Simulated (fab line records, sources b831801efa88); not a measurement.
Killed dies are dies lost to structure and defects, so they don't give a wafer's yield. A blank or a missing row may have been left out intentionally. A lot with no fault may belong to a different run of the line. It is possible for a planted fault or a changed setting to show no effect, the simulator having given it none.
The same fault as seen by 2 desks / flow sky130 / every desk sees just its own numbers, and what lay behind them comes last

## THE METROLOGY DESK
What the gauges read, lot by lot, whatever tool the lot ran on: means of the sampled wafers that have a number. Any lot whose mean is over 4 standard deviations away from the usual mean is out of limits and marked OUT; that distance is given in the brackets.
Columns: A = POLY_GATE_OXIDATION_THK at SKY_POLY_GATE_THK_MEAS_21, usual 3.99 nm; B = cd nm at SKY_POLY_GATE_CD_MEAS_22, usual 150 nm; C = LDD_N_OVL at SKY_LDD_N_OVL_MEAS_07, usual 1.4 nm
lot=L216; first seen here=day 17 19:48; A=4.04; B=154; C=1.2
lot=L218; first seen here=day 18 15:37; A=3.89; B=151; C=-0.0
lot=L227; first seen here=day 21 15:19; A=3.98; B=147; C=2.3
lot=L228; first seen here=day 22 05:00; A=4.00; B=150; C=0.2
lot=L233; first seen here=day 23 17:43; A=3.98; B=148; C=-0.1
lot=L235; first seen here=day 24 12:57; A=3.94; B=149; C=1.1
Result from this desk: across the 6 lots, nothing is out of limits.

## FOR THE TOOL OWNER'S DESK: implanter-03
For each lot that ran on this tool, the mean over its sampled wafers that have a number, from the tool's own readings at SKY_LDD_N_IMPLANT_09. Any lot whose mean is over 4 standard deviations away from the usual mean is out of limits and marked OUT; that distance is given in the brackets.
Columns: A = dose ions cm2 at SKY_LDD_N_IMPLANT_09, usual 7.5e+13; B = faraday current uA at SKY_LDD_N_IMPLANT_09, usual 424
lot=L216; first seen here=day 19 01:56; A=6.8e+13 (-85) OUT; B=392
lot=L218; first seen here=day 19 23:11; A=6.8e+13 (-87) OUT; B=384 (-4.7) OUT
lot=L228; first seen here=day 23 11:29; A=7.5e+13; B=436
lot=L235; first seen here=day 25 18:36; A=7.5e+13; B=420
Finding of this desk: L216, L218 out of limits; the first was L216 at day 19 01:56, on dose ions cm2 at SKY_LDD_N_IMPLANT_09. In limits: L228, L235.

## ALL TOGETHER
An alarm could have come from the tool owner's desk at day 19 01:56, on L216, L218.
Metrology desk: nothing out of limits seen.
The metrology desk holds a record of L216, L218, inside its limits.
Of the lots named, all ran SKY_LDD_N_IMPLANT_09 on implanter-03.

## WHAT THE SIMULATOR HAD INSERTED
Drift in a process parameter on implanter-03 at SKY_LDD_N_IMPLANT_09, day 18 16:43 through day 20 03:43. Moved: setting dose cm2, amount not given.
Shown lots that were struck: L216, L218.
Time in hours from fault onset to the first out-of-limits reading at each desk: the tool owner's desk, 9.
